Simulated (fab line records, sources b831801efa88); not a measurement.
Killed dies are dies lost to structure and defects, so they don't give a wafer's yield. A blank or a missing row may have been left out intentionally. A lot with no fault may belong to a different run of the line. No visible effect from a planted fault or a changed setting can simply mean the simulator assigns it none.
Which tool was responsible? -- flow sky130 -- 24 lots, 72 wafers sampled, at 5 steps of a route of 708

== WHAT THE GAUGES READ, wafer by wafer ==
SKY_LOCAL_INTERCONNECT_CD_MEAS_11: the cd target is 170 nm. Usual: cd_nm at 170.3 nm, with a standard deviation of 1.7.
lot,measured,on,cd_nm (nm),flag
L075,day 30 03:40,cd_sem-01,172.7 172.1 173.1,
L074,day 30 04:19,cd_sem-01,169.6 170.0 169.0,
L076,day 31 23:22,cd_sem-02,169.3 168.5 170.5,
L077,day 31 23:43,cd_sem-02,170.0 170.2 169.4,
L078,day 35 07:22,cd_sem-01,169.8 169.5 169.0,
L079,day 35 08:12,cd_sem-01,171.2 170.9 169.0,
L080,day 35 09:40,cd_sem-02,173.4 170.1 170.7,
L083,day 35 10:38,cd_sem-01,171.1 172.0 171.1,
L085,day 35 11:02,cd_sem-02,172.4 172.9 173.6,
L081,day 35 11:51,cd_sem-02,171.1 169.7 171.1,
L084,day 35 12:14,cd_sem-01,171.7 170.7 169.9,
L082,day 35 13:28,cd_sem-02,170.9 171.1 170.6,
L086,day 35 16:05,cd_sem-01,165.5 165.8 167.3,
L088,day 35 19:29,cd_sem-02,167.3 168.5 168.5,
L087,day 35 20:10,cd_sem-01,172.0 170.4 169.4,
L089,day 35 20:23,cd_sem-02,171.9 170.7 170.0,
L090,day 35 21:06,cd_sem-01,171.4 169.9 172.1,
L091,day 35 22:20,cd_sem-02,168.3 169.2 167.7,
L092,day 35 23:39,cd_sem-01,170.0 168.4 168.9,
L093,day 36 08:28,cd_sem-01,171.3 172.8 171.9,
L094,day 36 10:41,cd_sem-01,172.1 171.8 171.4,
L095,day 36 14:42,cd_sem-01,169.4 170.2 169.8,
L096,day 36 21:56,cd_sem-02,170.6 170.2 170.4,
L097,day 37 11:57,cd_sem-02,169.6 167.6 167.8,

SKY_VIA1_RS_MEAS_22: uses a four-point probe to measure. Usual: VIA1_W_RS gives 0.424 ohm/sq (standard deviation 0.0043).
lot,measured,on,VIA1_W_RS (ohm/sq),flag
L075,day 33 20:16,film_metro-03,0.423 0.431 0.434,
L074,day 33 20:23,film_metro-04,0.424 0.421 0.420,
L076,day 35 12:32,film_metro-03,0.431 0.425 0.431,
L077,day 35 12:47,film_metro-02,0.422 0.426 0.424,
L078,day 38 21:25,film_metro-04,0.428 0.416 0.422,
L079,day 38 21:31,film_metro-03,0.416 0.418 0.424,
L080,day 38 21:44,film_metro-03,0.424 0.425 0.427,
L083,day 38 21:50,film_metro-04,0.430 0.431 0.425,
L085,day 38 21:56,film_metro-03,0.420 0.424 0.426,
L081,day 38 23:26,film_metro-03,0.417 0.417 0.422,
L084,day 38 23:33,film_metro-02,0.426 0.430 0.420,
L082,day 38 23:43,film_metro-02,0.430 0.422 0.427,
L086,day 39 02:00,film_metro-04,0.429 0.426 0.430,
L088,day 39 04:38,film_metro-04,0.421 0.421 0.424,
L087,day 39 04:57,film_metro-02,0.422 0.421 0.415,
L089,day 39 06:12,film_metro-03,0.426 0.427 0.431,
L090,day 39 07:24,film_metro-04,0.423 0.428 0.428,
L091,day 39 07:42,film_metro-03,0.428 0.426 0.432,
L092,day 39 08:57,film_metro-03,0.418 0.423 0.419,
L093,day 39 17:46,film_metro-04,0.421 0.424 0.426,
L094,day 39 19:59,film_metro-04,0.424 0.417 0.422,
L095,day 39 22:35,film_metro-03,0.420 0.420 0.421,
L096,day 40 06:10,film_metro-02,0.426 0.423 0.424,
L097,day 40 23:54,film_metro-04,0.425 0.422 0.424,

SKY_METAL2_OVL_MEAS_16. Usual: METAL2_OVL gives -5 nm (standard deviation 5.3).
lot,measured,on,METAL2_OVL (nm),flag
L075,day 34 23:28,overlay-02,-5 -5 -11,
L074,day 34 23:34,overlay-01,-1 -4 -10,
L076,day 36 15:02,overlay-01,-2 -1 -5,
L077,day 36 15:31,overlay-02,-9 -7 -7,
L078,day 39 22:04,overlay-02,-6 0 -3,
L079,day 39 22:44,overlay-01,-14 -8 -17,
L080,day 39 23:14,overlay-02,-7 -9 -4,
L083,day 39 23:19,overlay-01,0 -3 -2,
L085,day 39 23:44,overlay-01,-2 -8 -11,
L081,day 40 00:31,overlay-01,-15 -12 -11,
L084,day 40 00:41,overlay-02,3 6 -5,
L082,day 40 00:52,overlay-01,-6 -7 -4,
L086,day 40 03:43,overlay-02,-1 -1 -7,
L088,day 40 05:23,overlay-01,-15 -11 -15,
L087,day 40 05:55,overlay-02,-8 -7 -2,
L089,day 40 07:22,overlay-01,2 6 -4,
L090,day 40 08:22,overlay-02,1 -4 3,
L091,day 40 08:43,overlay-01,2 5 6,
L092,day 40 09:32,overlay-02,-7 -10 0,
L093,day 40 18:14,overlay-02,-5 0 0,
L094,day 40 21:37,overlay-01,-4 -12 -9,
L095,day 40 23:45,overlay-02,2 -3 -6,
L096,day 41 07:38,overlay-02,-5 -6 -9,
L097,day 41 23:43,overlay-01,1 3 6,

== WHICH TOOL RAN EACH LOT (tool, then ch and the chambers of the sampled wafers, then the start) ==
lot,SKY_CONTACT_CMP_27,SKY_METAL2_SPUTTER_02
L075,"cmp-02 ch 0,2,3, day 31 10:56","pvd_sputter-04, day 33 20:47"
L074,"cmp-01 ch 0,1,2, day 31 11:08","pvd_sputter-01, day 33 20:55"
L076,"cmp-02 ch 0,1,2, day 33 05:19","pvd_sputter-03, day 35 13:04"
L077,"cmp-01 ch 0,1,3, day 33 05:29","pvd_sputter-04, day 35 13:22"
L078,"cmp-02 ch 0,1,2, day 36 12:23","pvd_sputter-03, day 38 22:04"
L079,"cmp-01 ch 0,1,3, day 36 13:21","pvd_sputter-01, day 38 22:20"
L080,"cmp-02 ch 0,2,3, day 36 14:23","pvd_sputter-01, day 38 22:38"
L083,"cmp-02 ch 0,1, day 36 15:20","pvd_sputter-04, day 38 22:40"
L085,"cmp-01 ch 0,3, day 36 15:41","pvd_sputter-03, day 38 22:56"
L081,"cmp-02 ch 1,2,3, day 36 16:29","pvd_sputter-03, day 38 23:58"
L084,"cmp-01 ch 1,2,3, day 36 16:59","pvd_sputter-01, day 39 00:04"
L082,"cmp-01 ch 0,2,3, day 36 17:45","pvd_sputter-04, day 39 00:16"
L086,"cmp-01 ch 0,1,3, day 36 21:05","pvd_sputter-03, day 39 02:44"
L088,"cmp-01 ch 0,1,2, day 36 23:35","pvd_sputter-04, day 39 05:08"
L087,"cmp-01 ch 0,2,3, day 37 01:10","pvd_sputter-01, day 39 05:29"
L089,"cmp-02 ch 1,3, day 37 01:22","pvd_sputter-01, day 39 06:43"
L090,"cmp-02 ch 2,3, day 37 01:40","pvd_sputter-04, day 39 07:56"
L091,"cmp-01 ch 0,1,2, day 37 03:29","pvd_sputter-01, day 39 08:14"
L092,"cmp-02 ch 1,2,3, day 37 04:38","pvd_sputter-04, day 39 09:29"
L093,"cmp-02 ch 1,2,3, day 37 13:11","pvd_sputter-01, day 39 18:17"
L094,"cmp-02 ch 1,2, day 37 15:09","pvd_sputter-01, day 39 20:31"
L095,"cmp-02 ch 0,1,2, day 37 19:14","pvd_sputter-03, day 39 23:07"
L096,"cmp-02 ch 0,1,3, day 38 01:44","pvd_sputter-01, day 40 06:40"
L097,"cmp-02 ch 0,1,2, day 38 21:23","pvd_sputter-01, day 41 00:23"
- SKY_CONTACT_CMP_27: polishes, stops on SiO2, t overpolish 15 s, target thk 0 nm.
- SKY_METAL2_SPUTTER_02: material AlCu, target thk 250 nm, time 13.3 s.

== AS READ BY THE TOOLS THEMSELVES (means over the sampled wafers that have a number; for cases with no such wafer, the mark the record gives instead) ==
SKY_CONTACT_CMP_27. Usual: head_pressure_psi 3.500 psi, standard deviation 0.0069; motor_current_A 11.0 A, standard deviation 1.1; overpolish_run_s 15.001 s, standard deviation 0.0093; slurry_flow_ml_min 149.9, standard deviation 0.54; time_to_endpoint_s 81 s, standard deviation 5.3.
lot,tool,head_pressure_psi (psi),motor_current_A (A),overpolish_run_s (s),slurry_flow_ml_min,time_to_endpoint_s (s),flag
L075,cmp-02,3.499,10.7,14.996,150.1,84,
L074,cmp-01,3.504,11.8,15.002,149.8,77,
L076,cmp-02,3.499,10.2,15.005,149.8,79,
L077,cmp-01,3.498,11.1,15.001,149.5,83,
L078,cmp-02,3.494,10.2,15.002,150.5,75,
L079,cmp-01,3.499,10.7,14.999,149.8,79,
L080,cmp-02,3.501,11.0,15.010,150.2,81,
L083,cmp-02,3.500,10.1,14.999,149.9,80,
L085,cmp-01,3.500,11.8,14.996,150.1,80,
L081,cmp-02,3.500,10.6,14.998,149.7,79,
L084,cmp-01,3.501,11.1,15.001,149.7,83,
L082,cmp-01,3.499,12.2,15.012,150.6,79,
L086,cmp-01,3.504,10.6,15.000,150.2,85,
L088,cmp-01,3.497,11.4,15.003,149.6,83,
L087,cmp-01,3.497,11.7,14.995,150.1,80,
L089,cmp-02,3.503,11.0,14.995,149.5,81,
L090,cmp-02,3.494,11.2,14.995,149.4,79,
L091,cmp-01,3.504,11.6,14.993,150.3,87,
L092,cmp-02,3.495,10.8,15.002,150.2,84,
L093,cmp-02,3.505,10.9,15.001,150.0,79,
L094,cmp-02,3.502,10.6,15.004,150.5,77,
L095,cmp-02,3.495,10.1,14.992,149.9,79,
L096,cmp-02,3.503,10.6,15.003,150.2,84,
L097,cmp-02,3.502,10.6,15.003,149.5,85,

SKY_METAL2_SPUTTER_02. Usual: throttle_valve_pct at 29.9 %, with a standard deviation of 1.1.
lot,tool,throttle_valve_pct (%),flag
L075,pvd_sputter-04,29.9,
L074,pvd_sputter-01,29.4,
L076,pvd_sputter-03,30.9,
L077,pvd_sputter-04,29.7,
L078,pvd_sputter-03,31.6,
L079,pvd_sputter-01,29.3,
L080,pvd_sputter-01,29.2,
L083,pvd_sputter-04,29.7,
L085,pvd_sputter-03,31.5,
L081,pvd_sputter-03,30.9,
L084,pvd_sputter-01,29.3,
L082,pvd_sputter-04,29.6,
L086,pvd_sputter-03,31.6,
L088,pvd_sputter-04,29.3,
L087,pvd_sputter-01,29.3,
L089,pvd_sputter-01,29.3,
L090,pvd_sputter-04,30.5,
L091,pvd_sputter-01,29.3,
L092,pvd_sputter-04,30.2,
L093,pvd_sputter-01,28.6,
L094,pvd_sputter-01,29.3,
L095,pvd_sputter-03,30.9,
L096,pvd_sputter-01,30.0,
L097,pvd_sputter-01,29.5,

== THE ANSWER, worked out from the rows above alone ==
Rule: a lot counts as off when the mean over its wafers that have a number is more than 3 standard deviations away from the usual mean. Also off: a lot with no number at a reading for which 4 or more lots have one. The other lots that the step has rows for count as sound. After the gauges, taken in route order, come the tools' own readings; for these a lot's mean is taken, as printed above. The first step at which some lot is off is used, and at that step the reading that is off furthest; a lot without a number counts as furthest.
Across all readings shown, no lot is off: no conclusion can be drawn from this.

== WHAT WAS PUT IN BY THE SIMULATOR ==
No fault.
